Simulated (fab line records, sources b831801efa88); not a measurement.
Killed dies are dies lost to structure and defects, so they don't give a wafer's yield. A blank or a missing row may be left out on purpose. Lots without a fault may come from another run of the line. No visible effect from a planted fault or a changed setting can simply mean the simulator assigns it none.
Which tool is to blame?    flow gf180mcu    24 lots with 72 wafers sampled at 5 steps, on a route of 602 steps

WHAT THE GAUGES SHOWED, per wafer
GF_M2_RS_MEAS_05: the measuring method here is four-point-probe. Usual: M2_ALCU_RS gives 0.0699 ohm/sq (standard deviation 0.0009).
lot   measured      on             M2_ALCU_RS (ohm/sq)   flag
L074  day 18 23:48  film metro-03  0.0704 0.0707 0.0706  
L075  day 19 11:53  film metro-03  0.0703 0.0702 0.0702  
L076  day 19 12:41  film metro-04  0.0693 0.0698 0.0703  
L077  day 20 00:04  film metro-03  0.0684 0.0685 0.0688  
L078  day 20 16:53  film metro-04  0.0690 0.0702 0.0698  
L079  day 21 01:46  film metro-03  0.0690 0.0697 0.0708  
L080  day 21 07:20  film metro-02  0.0698 0.0687 0.0703  
L082  day 21 21:40  film metro-04  0.0693 0.0709 0.0697  
L081  day 21 23:05  film metro-04  0.0713 0.0716 0.0710  
L083  day 22 06:52  film metro-03  0.0686 0.0691 0.0694  
L084  day 22 11:44  film metro-02  0.0689 0.0690 0.0707  
L085  day 22 19:14  film metro-04  0.0705 0.0700 0.0710  
L086  day 23 03:11  film metro-02  0.0706 0.0695 0.0700  
L087  day 23 12:12  film metro-03  0.0705 0.0715 0.0696  
L088  day 24 02:00  film metro-04  0.0693 0.0695 0.0695  
L089  day 24 13:44  film metro-03  0.0681 0.0685 0.0681  
L090  day 24 16:00  film metro-02  0.0715 0.0703 0.0710  
L091  day 25 00:34  film metro-04  0.0680 0.0685 0.0687  
L092  day 25 06:07  film metro-02  0.0704 0.0690 0.0696  
L093  day 25 15:22  film metro-03  0.0711 0.0713 0.0706  
L094  day 25 21:55  film metro-04  0.0707 0.0706 0.0706  
L095  day 26 09:21  film metro-04  0.0720 0.0711 0.0718  
L096  day 26 13:28  film metro-02  0.0707 0.0698 0.0696  
L097  day 26 20:41  film metro-02  0.0692 0.0690 0.0691  

GF_V2_THK_MEAS_01. Usual: V2_CVD_00_THK gives 602 nm (standard deviation 9.1).
lot   measured      on             V2_CVD_00_THK (nm)  flag
L074  day 20 00:43  film metro-01  606 612 607         
L075  day 20 13:32  film metro-04  605 605 611         
L076  day 20 14:42  film metro-04  602 605 612         
L077  day 21 01:40  film metro-01  597 609 602         
L078  day 21 18:19  film metro-02  600 595 608         
L079  day 22 02:25  film metro-04  600 606 606         
L080  day 22 08:40  film metro-04  616 625 602         
L082  day 22 22:03  film metro-02  599 606 597         
L081  day 22 23:25  film metro-02  606 612 620         
L083  day 23 06:46  film metro-04  617 598 604         
L084  day 23 11:40  film metro-02  616 607 610         
L085  day 23 19:12  film metro-04  616 598 603         
L086  day 24 03:40  film metro-01  602 596 595         
L087  day 24 11:16  film metro-02  589 590 590         
L088  day 25 01:00  film metro-04  591 589 583         
L089  day 25 12:49  film metro-04  580 588 589         
L090  day 25 14:50  film metro-04  593 596 577         
L091  day 25 23:35  film metro-04  599 610 598         
L092  day 26 04:48  film metro-01  612 600 601         
L093  day 26 13:58  film metro-02  605 613 596         
L094  day 26 20:16  film metro-01  599 604 606         
L095  day 27 07:16  film metro-02  616 592 607         
L096  day 27 11:38  film metro-02  582 592 591         
L097  day 27 17:38  film metro-02  592 611 607         

GF_M5_CD_MEAS_07: the cd target is 280 nm. Usual: 280.3 nm for cd nm, sd 1.1.
lot   measured      on         cd nm (nm)         flag
L074  day 27 03:11  cd sem-02  281.2 280.6 280.0  
L075  day 27 11:20  cd sem-02  280.4 279.7 279.4  
L076  day 27 13:07  cd sem-01  281.7 281.5 282.8  
L077  day 27 22:58  cd sem-02  278.1 278.5 279.2  
L078  day 28 12:52  cd sem-02  278.8 279.9 279.3  
L079  day 28 22:08  cd sem-02  280.6 280.4 280.4  
L080  day 29 01:28  cd sem-02  280.2 280.1 280.4  
L082  day 29 11:25  cd sem-01  281.7 281.5 280.2  
L081  day 29 12:29  cd sem-01  279.9 280.4 280.0  
L083  day 29 21:44  cd sem-01  280.3 280.4 281.9  
L084  day 29 23:56  cd sem-02  279.6 280.7 280.6  
L085  day 30 06:41  cd sem-02  280.1 279.7 280.0  
L086  day 30 11:53  cd sem-01  279.9 278.4 279.1  
L087  day 30 19:31  cd sem-01  282.5 280.4 281.7  
L088  day 31 07:01  cd sem-02  280.7 281.3 280.4  
L089  day 31 18:36  cd sem-01  279.5 280.5 279.7  
L090  day 31 18:42  cd sem-02  280.1 280.0 279.5  
L091  day 32 02:24  cd sem-01  278.9 279.9 279.9  
L092  day 32 06:08  cd sem-01  280.9 280.8 279.5  
L093  day 32 13:31  cd sem-02  279.6 280.0 280.0  
L094  day 32 18:10  cd sem-02  281.1 281.0 280.5  
L095  day 33 04:05  cd sem-02  279.4 280.0 278.9  
L096  day 33 06:50  cd sem-02  278.8 279.0 278.3  
L097  day 33 11:36  cd sem-01  282.3 281.8 281.8  

WHICH TOOL RAN EACH LOT (tool, then ch and the chambers of the sampled wafers, then the start)
lot   GF_M2_SPUTTER_00              GF_V3_SPUTTER_22
L074  pvd sputter-04, day 18 23:32  pvd sputter-04, day 23 05:38
L075  pvd sputter-03, day 19 11:39  pvd sputter-02, day 23 16:14
L076  pvd sputter-02, day 19 12:26  pvd sputter-04, day 23 18:08
L077  pvd sputter-02, day 19 23:50  pvd sputter-01, day 24 04:08
L078  pvd sputter-02, day 20 16:40  pvd sputter-04, day 24 21:13
L079  pvd sputter-02, day 21 01:32  pvd sputter-01, day 25 05:03
L080  pvd sputter-04, day 21 07:06  pvd sputter-01, day 25 09:32
L082  pvd sputter-02, day 21 21:26  pvd sputter-04, day 25 22:16
L081  pvd sputter-03, day 21 22:52  pvd sputter-01, day 25 22:57
L083  pvd sputter-04, day 22 06:39  pvd sputter-04, day 26 06:55
L084  pvd sputter-02, day 22 11:31  pvd sputter-01, day 26 10:50
L085  pvd sputter-03, day 22 19:01  pvd sputter-01, day 26 18:22
L086  pvd sputter-02, day 23 02:57  pvd sputter-02, day 27 00:34
L087  pvd sputter-02, day 23 11:58  pvd sputter-04, day 27 08:01
L088  pvd sputter-02, day 24 01:46  pvd sputter-02, day 27 20:59
L089  pvd sputter-04, day 24 13:31  pvd sputter-04, day 28 08:35
L090  pvd sputter-03, day 24 15:47  pvd sputter-02, day 28 10:22
L091  pvd sputter-03, day 25 00:21  pvd sputter-02, day 28 18:22
L092  pvd sputter-02, day 25 05:50  pvd sputter-01, day 28 23:20
L093  pvd sputter-03, day 25 15:07  pvd sputter-04, day 29 07:47
L094  pvd sputter-03, day 25 21:41  pvd sputter-01, day 29 13:03
L095  pvd sputter-02, day 26 09:07  pvd sputter-04, day 30 00:30
L096  pvd sputter-02, day 26 13:15  pvd sputter-04, day 30 03:09
L097  pvd sputter-03, day 26 20:24  pvd sputter-01, day 30 09:18
- GF_M2_SPUTTER_00: material Ti, target thk 37.5 nm, time 150 s.
- GF_V3_SPUTTER_22: material TiN, target thk 10 nm, time 40 s.

AS READ BY THE TOOLS THEMSELVES (means over the sampled wafers that have a number; for cases with no such wafer, the mark the record gives instead)
GF_M2_SPUTTER_00. Usual: 29.8 % for throttle valve pct, sd 0.86.
lot   tool            throttle valve pct (%)  flag
L074  pvd sputter-04  29.0                    
L075  pvd sputter-03  28.8                    
L076  pvd sputter-02  30.6                    
L077  pvd sputter-02  30.4                    
L078  pvd sputter-02  30.6                    
L079  pvd sputter-02  30.3                    
L080  pvd sputter-04  29.5                    
L082  pvd sputter-02  30.6                    
L081  pvd sputter-03  29.0                    
L083  pvd sputter-04  29.3                    
L084  pvd sputter-02  30.3                    
L085  pvd sputter-03  29.0                    
L086  pvd sputter-02  30.2                    
L087  pvd sputter-02  30.3                    
L088  pvd sputter-02  30.5                    
L089  pvd sputter-04  29.2                    
L090  pvd sputter-03  28.5                    
L091  pvd sputter-03  29.2                    
L092  pvd sputter-02  30.7                    
L093  pvd sputter-03  29.1                    
L094  pvd sputter-03  28.8                    
L095  pvd sputter-02  30.4                    
L096  pvd sputter-02  30.1                    
L097  pvd sputter-03  29.0                    

GF_V3_SPUTTER_22. Usual: 30.4 % for throttle valve pct, sd 0.9.
lot   tool            throttle valve pct (%)  flag
L074  pvd sputter-04  30.1                    
L075  pvd sputter-02  30.6                    
L076  pvd sputter-04  29.3                    
L077  pvd sputter-01  30.6                    
L078  pvd sputter-04  29.3                    
L079  pvd sputter-01  30.8                    
L080  pvd sputter-01  31.2                    
L082  pvd sputter-04  29.9                    
L081  pvd sputter-01  31.2                    
L083  pvd sputter-04  29.9                    
L084  pvd sputter-01  30.9                    
L085  pvd sputter-01  31.3                    
L086  pvd sputter-02  30.1                    
L087  pvd sputter-04  29.8                    
L088  pvd sputter-02  30.3                    
L089  pvd sputter-04  29.6                    
L090  pvd sputter-02  30.3                    
L091  pvd sputter-02  30.4                    
L092  pvd sputter-01  30.9                    
L093  pvd sputter-04  29.5                    
L094  pvd sputter-01  31.2                    
L095  pvd sputter-04  30.7                    
L096  pvd sputter-04  30.1                    
L097  pvd sputter-01  31.1                    

THE ANSWER, worked out from the rows above alone
Rule: a lot is off if the mean of its wafers that have a number lies more than 3 standard deviations from the usual mean. Also off: a lot with no number at a reading for which 4 or more lots have one. Any other lot the step has rows for is counted as sound. Order of review: gauges by route order, followed by the tools' own readings, for which a lot's mean as printed above is used. The first step at which some lot is off is used, and at that step the reading that is off furthest; a lot without a number counts as furthest.
No lot is off on any of the readings shown, so nothing can be concluded from this.

WHAT THE SIMULATOR HAD INSERTED
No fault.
